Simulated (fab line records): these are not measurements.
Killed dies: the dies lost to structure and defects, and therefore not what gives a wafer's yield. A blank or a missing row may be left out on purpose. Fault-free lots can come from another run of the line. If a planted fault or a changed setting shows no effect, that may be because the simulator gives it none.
Matching of chambers + flow gf180mcu + GF_V4_CMP_26 on cmp-02 has 4 sister chambers
The step polishes, stops on SiO2, t overpolish 15 s, target thk 0 nm. 8 wafers are shown with their chamber, then 11 later ones without.

WAFERS WITH THEIR CHAMBER
| wafer  | chamber | motor-current-A (A) | time-to-endpoint-s (s) |
|--------|---------|---------------------|------------------------|
| L080.3 | 3       | 8.8                 | 83                     |
| L086.6 | 2       | 12.5                | 83                     |
| L087.1 | 2       | 12.3                | 81                     |
| L087.2 | 3       | 9.0                 | 86                     |
| L087.4 | 0       | 9.7                 | 86                     |
| L087.5 | 0       | 9.6                 | 84                     |
| L087.6 | 1       | 10.7                | 81                     |
| L089.2 | 1       | 10.8                | 83                     |

WAFERS WITHOUT THEIR CHAMBER
| wafer  | motor-current-A (A) | time-to-endpoint-s (s) |
|--------|---------------------|------------------------|
| L089.4 | 9.5                 | 88                     |
| L089.6 | 11.3                | 82                     |
| L090.1 | 9.5                 | 86                     |
| L090.4 | 9.1                 | 85                     |
| L090.5 | 9.0                 | 84                     |
| L091.1 | 11.8                | 82                     |
| L091.2 | 8.8                 | 84                     |
| L091.5 | 10.2                | 86                     |
| L092.2 | 9.3                 | 86                     |
| L092.4 | 10.0                | 85                     |
| L092.5 | 12.2                | 82                     |

EACH ONE'S CHAMBER
| wafer  | from the rows above     | in truth                   |
|--------|-------------------------|----------------------------|
| L089.4 | 0                       | 0                          |
| L089.6 | 1                       | 1                          |
| L090.1 | 0                       | 0                          |
| L090.4 | 3                       | 3                          |
| L090.5 | 3                       | 3                          |
| L091.1 | 2                       | 2                          |
| L091.2 | 3                       | 3                          |
| L091.5 | can't be placed: 0 or 1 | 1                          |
| L092.2 | can't be placed: 0 or 3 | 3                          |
| L092.4 | 0                       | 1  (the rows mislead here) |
| L092.5 | 2                       | 2                          |
Correct placement for 8 of the 11. Unplaceable from these rows: 2, with the true chamber sitting among the candidates in 2. Placed wrongly: 1.
How it was worked out, from the rows above alone: a wafer's distance from a chamber is the root of the sum, over the readings, of the square of ((its reading less the chamber's mean) divided by the reading's scatter). The wafer belongs to the nearest chamber; if the next one is less than 2 further off, it can't be placed. For every chamber, the mean is computed from those of its wafers that are shown. The scatter: the root of (the sum of the squares of (reading less its chamber's mean) over the shown wafers, divided by (wafers less chambers)).
